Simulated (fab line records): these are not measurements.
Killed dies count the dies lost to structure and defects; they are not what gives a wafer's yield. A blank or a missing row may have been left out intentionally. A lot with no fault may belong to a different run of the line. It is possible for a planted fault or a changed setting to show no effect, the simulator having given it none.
Which of the tools did it? -- flow gf180mcu -- 6 lots with 18 wafers sampled at 2 steps, on a route of 602 steps

== WHAT THE GAUGES READ, wafer by wafer ==
GF_HV_LDD_TW_MEAS_11.
lot,measured,on,HV_LDD_TW
L874,day 10 14:17,film-metro-02,2449 2452 2458
L877,day 11 14:09,film-metro-02,2480 2474 2472
L885,day 14 01:50,film-metro-04,2409 2400 2394
L888,day 14 22:59,film-metro-02,2454 2444 2448
L891,day 16 00:13,film-metro-03,2398 2387 2392
L894,day 16 22:30,film-metro-03,2404 2382 2385

== WHAT TOOL EACH LOT RAN ON (gives the tool, then ch and the chambers of the sampled wafers, and finally the start) ==
lot,GF_HV_LDD_IMPLANT_09
L874,"implanter-01 ch 0, day 10 14:02"
L877,"implanter-01 ch 0, day 11 13:54"
L885,"implanter-01 ch 0, day 14 01:35"
L888,"implanter-01 ch 0, day 14 22:44"
L891,"implanter-02 ch 0, day 15 23:59"
L894,"implanter-02 ch 0, day 16 22:17"
- GF_HV_LDD_IMPLANT_09

== THE ANSWER, worked out from the rows above alone ==
Rule: usual is defined by the lots themselves. Put in order of their means at a reading, lots are off if they are a third of the lots or fewer, leave a main group of 4 or more, and stand apart from it by a gap of 3 or more times the standard deviation of the main group's means; of several such gaps the widest counts. If all means in a main group match to the digits the tables above print for the reading, that group is not used. A lot without any number at a reading at which 4 lots or more have one is off too. Any other lot the step has rows for is counted as sound.
Across all readings shown, no lot is off: no conclusion can be drawn from this.

== WHAT THE SIMULATOR PUT IN ==
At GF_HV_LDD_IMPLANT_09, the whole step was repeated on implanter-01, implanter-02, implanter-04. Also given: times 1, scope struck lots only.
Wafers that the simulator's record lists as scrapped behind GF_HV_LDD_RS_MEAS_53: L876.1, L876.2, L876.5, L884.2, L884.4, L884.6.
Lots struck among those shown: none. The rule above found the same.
